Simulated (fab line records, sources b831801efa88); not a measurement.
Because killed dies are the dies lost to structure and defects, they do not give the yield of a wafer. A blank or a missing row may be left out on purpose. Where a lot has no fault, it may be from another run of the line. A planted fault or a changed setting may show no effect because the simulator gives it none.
Matching of chambers :: flow gf180mcu :: GF_STI_CMP_25 on cmp-02: 4 sister chambers
The step polishes, stops on Si3N4, t overpolish 33 s, target thk 524.6 nm. 4 wafers are shown with their chamber, then 7 later ones without.

WAFERS WITH THEIR CHAMBER
wafer: L984.1
chamber: 1
motorCurrentA (A): 12.3

wafer: L997.1
chamber: 0
motorCurrentA (A): 10.5

wafer: L998.1
chamber: 3
motorCurrentA (A): 11.3

wafer: L998.3
chamber: 2
motorCurrentA (A): 10.6

WAFERS WHOSE CHAMBER IS MISSING
wafer: L998.5
motorCurrentA (A): 11.0

wafer: L999.1
motorCurrentA (A): 12.1

wafer: L999.5
motorCurrentA (A): 12.2

wafer: L999.6
motorCurrentA (A): 11.1

wafer: L101.1
motorCurrentA (A): 11.1

wafer: L101.4
motorCurrentA (A): 13.2

wafer: L101.6
motorCurrentA (A): 10.5

CHAMBER TAKEN BY EACH
wafer: L998.5
from the rows above: can't be placed: 3 or 2 or 0
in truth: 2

wafer: L999.1
from the rows above: can't be placed: 1 or 3
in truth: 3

wafer: L999.5
from the rows above: 1
in truth: 1

wafer: L999.6
from the rows above: can't be placed: 3 or 2 or 0
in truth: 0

wafer: L101.1
from the rows above: can't be placed: 3 or 2 or 0
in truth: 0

wafer: L101.4
from the rows above: 1
in truth: 1

wafer: L101.6
from the rows above: can't be placed: 0 or 2
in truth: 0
Correctly placed: 2 of 7. These rows do not allow placing 5 (true chamber among the candidates in 5). Placed wrongly: 0.
How it was worked out, from the rows above alone: a wafer's distance from a chamber is the root of the sum, over the readings, of the square of ((its reading less the chamber's mean) divided by the reading's scatter). The wafer belongs to the nearest chamber; if the next one is less than 2 further off, it can't be placed. A chamber's mean is the mean of its shown wafers. The scatter: root of mean squared gap, hidden wafer to nearest shown wafer, with one shown wafer a chamber.
